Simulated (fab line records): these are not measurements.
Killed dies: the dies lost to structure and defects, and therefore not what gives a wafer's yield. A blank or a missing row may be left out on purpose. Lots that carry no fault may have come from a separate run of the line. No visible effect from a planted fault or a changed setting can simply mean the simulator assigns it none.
Which of the tools did it?    flow sky130    11 lots, 33 wafers sampled, at 6 steps of a route of 708

== WHAT EACH GAUGE READ, for each wafer ==
SKY_LI_CONTACT_THK_MEAS_01. Usual: LI_CONTACT_HDPCVD_THK gives 928 nm (standard deviation 8).
lot   measured      on             LI_CONTACT_HDPCVD_THK (nm)   flag
L388  day 28 18:55  film metro-01  922 933 920                  
L389  day 29 00:32  film metro-03  930 931 935                  
L391  day 29 19:55  film metro-01  924 925 928                  
L395  day 31 03:44  film metro-03  931 915 918                  
L398  day 32 04:14  film metro-01  1093 928 1094 1091 929 1093  OFF
L399  day 32 12:12  film metro-02  1083 1090 924 1084 1090 924  OFF
L401  day 33 01:15  film metro-03  928 913 918                  
L402  day 33 09:24  film metro-02  933 922 935                  
L405  day 34 04:26  film metro-01  933 921 928                  
L406  day 34 18:28  film metro-02  937 928 930                  
L408  day 35 00:11  film metro-03  931 944 923                  

SKY_LI_CONTACT_THK_MEAS_23: measures by xrf. Usual: LI_CONTACT_W_THK gives 384 nm (standard deviation 8.5).
lot   measured      on             LI_CONTACT_W_THK (nm)  flag
L388  day 30 00:00  film metro-01  399 398 396            
L389  day 30 06:14  film metro-03  383 385 379            
L391  day 31 01:20  film metro-02  385 379 380            
L395  day 32 08:32  film metro-02  370 378 369            
L398  day 33 08:58  film metro-02  373 369 371            
L399  day 33 16:02  film metro-03  378 380 384            
L401  day 34 05:20  film metro-01  397 394 399            
L402  day 34 13:23  film metro-03  389 381 382            
L405  day 35 08:44  film metro-02  373 374 377            
L406  day 35 22:53  film metro-02  371 373 376            
L408  day 36 04:14  film metro-01  389 390 387            

== WHICH TOOL RAN EACH LOT (tool, then ch and the chambers of the sampled wafers, then the start) ==
lot   SKY_LDD_LDN_STRIP_12                  SKY_LI_CONTACT_HDPCVD_00          SKY_LI_CONTACT_CMP_02          SKY_LI_CONTACT_SPUTTER_19
L388  plasma asher-04 ch 0,1, day 23 18:13  hdpcvd-01 ch 0,1,2, day 28 18:48  cmp-01 ch 0,2,3, day 28 18:58  pvd sputter-03, day 29 23:29
L389  plasma asher-04 ch 0,1, day 24 01:13  hdpcvd-02 ch 0,1,2, day 29 00:26  cmp-01 ch 1,2,3, day 29 00:41  pvd sputter-03, day 30 05:51
L391  plasma asher-04 ch 0,1, day 24 20:05  hdpcvd-02 ch 0,1,2, day 29 19:49  cmp-02 ch 2,3, day 29 19:58    pvd sputter-01, day 31 00:57
L395  plasma asher-01 ch 0,1, day 26 07:32  hdpcvd-01 ch 0,1,2, day 31 03:38  cmp-02 ch 0,1,2, day 31 03:48  pvd sputter-03, day 32 08:09
L398  plasma asher-02 ch 0,1, day 27 06:18  hdpcvd-02 ch 0,1,2, day 32 04:07  cmp-01 ch 1,2,3, day 32 06:46  pvd sputter-03, day 33 08:35
L399  plasma asher-02 ch 0,1, day 27 16:54  hdpcvd-02 ch 0,2, day 32 12:05    cmp-02 ch 1,2, day 32 17:57    pvd sputter-01, day 33 15:39
L401  plasma asher-01 ch 1, day 28 05:51    hdpcvd-01 ch 0,1, day 33 01:08    cmp-02 ch 0,1, day 33 01:18    pvd sputter-01, day 34 04:56
L402  plasma asher-01 ch 0,1, day 28 16:08  hdpcvd-01 ch 1,2, day 33 09:18    cmp-02 ch 1,2,3, day 33 09:28  pvd sputter-04, day 34 13:00
L405  plasma asher-04 ch 0,1, day 29 11:33  hdpcvd-01 ch 0,1,2, day 34 04:20  cmp-02 ch 1,2,3, day 34 04:38  pvd sputter-03, day 35 08:21
L406  plasma asher-01 ch 0,1, day 30 02:48  hdpcvd-01 ch 0,1,2, day 34 18:22  cmp-02 ch 0,1,2, day 34 18:35  pvd sputter-04, day 35 22:30
L408  plasma asher-02 ch 0,1, day 30 09:21  hdpcvd-01 ch 1,2, day 35 00:05    cmp-02 ch 1,2,3, day 35 00:14  pvd sputter-01, day 36 03:50
- SKY_LDD_LDN_STRIP_12: strips in O2/N2.
- SKY_LI_CONTACT_HDPCVD_00: deposits PSG, target thk 930 nm, time 155 s.
- SKY_LI_CONTACT_CMP_02: polishes PSG.
- SKY_LI_CONTACT_SPUTTER_19: material Ti, target thk 20 nm, time 106.37 s.

== WHAT THE TOOLS THEMSELVES READ (means of the sampled wafers that have a number; where no wafer has one, the mark that the record gives instead) ==
SKY_LDD_LDN_STRIP_12. Usual: drypump motor current A 5.3 A, standard deviation 0.31; oes product au 0.716 a.u., standard deviation 0.0045; strip time to endpoint s 14.16 s, standard deviation 0.038.
lot   tool             drypump motor current A (A)  oes product au (a.u.)  strip time to endpoint s (s)  flag
L388  plasma asher-04  5.2                          0.714                  14.16                         
L389  plasma asher-04  5.2                          0.721                  14.10                         
L391  plasma asher-04  5.2                          0.723                  14.13                         
L395  plasma asher-01  5.2                          0.718                  14.14                         
L398  plasma asher-02  5.7                          0.710                  14.21                         
L399  plasma asher-02  5.7                          0.715                  14.11                         
L401  plasma asher-01  5.4                          0.712                  14.16                         
L402  plasma asher-01  5.2                          0.714                  14.20                         
L405  plasma asher-04  5.3                          0.719                  14.12                         
L406  plasma asher-01  5.2                          0.712                  14.14                         
L408  plasma asher-02  5.6                          0.718                  14.15                         

SKY_LI_CONTACT_HDPCVD_00. Usual: run length s 182.9 s, standard deviation 0.63; sih4 flow sccm 60.02 sccm, standard deviation 0.18.
lot   tool       run length s (s)  sih4 flow sccm (sccm)  flag
L388  hdpcvd-01  182.8             60.24                  
L389  hdpcvd-02  183.1             60.02                  
L391  hdpcvd-02  183.0             60.14                  
L395  hdpcvd-01  182.7             59.93                  
L398  hdpcvd-02  200.7             60.04                  OFF
L399  hdpcvd-02  201.2             59.95                  OFF
L401  hdpcvd-01  182.6             60.05                  
L402  hdpcvd-01  182.9             60.11                  
L405  hdpcvd-01  182.8             60.14                  
L406  hdpcvd-01  182.9             59.96                  
L408  hdpcvd-01  182.2             60.06                  

SKY_LI_CONTACT_CMP_02. Usual: edge zone pressure frac 1.000, standard deviation 0.0049; motor current A 12.6 A, standard deviation 1.3; time to endpoint s 32.0 s, standard deviation 2.4.
lot   tool    edge zone pressure frac  motor current A (A)  time to endpoint s (s)  flag
L388  cmp-01  0.999                    11.6                 34.9                    
L389  cmp-01  1.000                    12.0                 32.4                    
L391  cmp-02  0.995                    12.1                 30.5                    
L395  cmp-02  1.001                    13.3                 31.8                    
L398  cmp-01  0.997                    11.7                 45.1                    OFF
L399  cmp-02  1.003                    13.1                 42.1                    OFF
L401  cmp-02  0.997                    13.9                 32.3                    
L402  cmp-02  1.000                    12.6                 30.7                    
L405  cmp-02  0.995                    12.6                 32.5                    
L406  cmp-02  0.997                    13.7                 31.7                    
L408  cmp-02  0.997                    13.2                 33.1                    

SKY_LI_CONTACT_SPUTTER_19. Usual: 30.3 % for throttle valve pct, sd 1.1.
lot   tool            throttle valve pct (%)  flag
L388  pvd sputter-03  30.9                    
L389  pvd sputter-03  30.0                    
L391  pvd sputter-01  30.0                    
L395  pvd sputter-03  31.0                    
L398  pvd sputter-03  31.0                    
L399  pvd sputter-01  29.7                    
L401  pvd sputter-01  30.7                    
L402  pvd sputter-04  30.1                    
L405  pvd sputter-03  32.1                    
L406  pvd sputter-04  29.4                    
L408  pvd sputter-01  30.0                    

== THE ANSWER, worked out from the rows above alone ==
Rule: a lot counts as off when the mean over its wafers that have a number is more than 3 standard deviations away from the usual mean. Also off: a lot with no number at a reading for which 4 or more lots have one. The other lots that the step has rows for count as sound. The gauges are gone through in route order, then the tools' own readings, and for those a lot's mean is taken as printed above. The first step at which some lot is off is used, and at that step the reading that is off furthest; a lot without a number counts as furthest.
Off: L398, L399, at SKY_LI_CONTACT_THK_MEAS_01 (LI_CONTACT_HDPCVD_THK).
If a tool, at a process step before that reading, ran all the lots that are off and no sound lot after the first of them, it fits. Not tried: the gauges at SKY_LI_CONTACT_THK_MEAS_01; whatever is off there is also off at SKY_LI_CONTACT_HDPCVD_00, on other tools, and gauge error can't account for it. One fits: SKY_LI_CONTACT_HDPCVD_00 on hdpcvd-02. A fault onset in the window from L391 (day 29 19:49, its last sound lot) to L398 (day 32 04:07, its first lot off) fits.
The tool's own readings at SKY_LI_CONTACT_HDPCVD_00 bear it out: on the lots that are off they differ by more than 5 times the standard deviation of the sound lots' means. run length s reads 200.9 s there against 182.8 s on the sound lots.

== WHAT HAD BEEN PUT IN BY THE SIMULATOR ==
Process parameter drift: hdpcvd-02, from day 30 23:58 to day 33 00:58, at SKY_LI_CONTACT_HDPCVD_00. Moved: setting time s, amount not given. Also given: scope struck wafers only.
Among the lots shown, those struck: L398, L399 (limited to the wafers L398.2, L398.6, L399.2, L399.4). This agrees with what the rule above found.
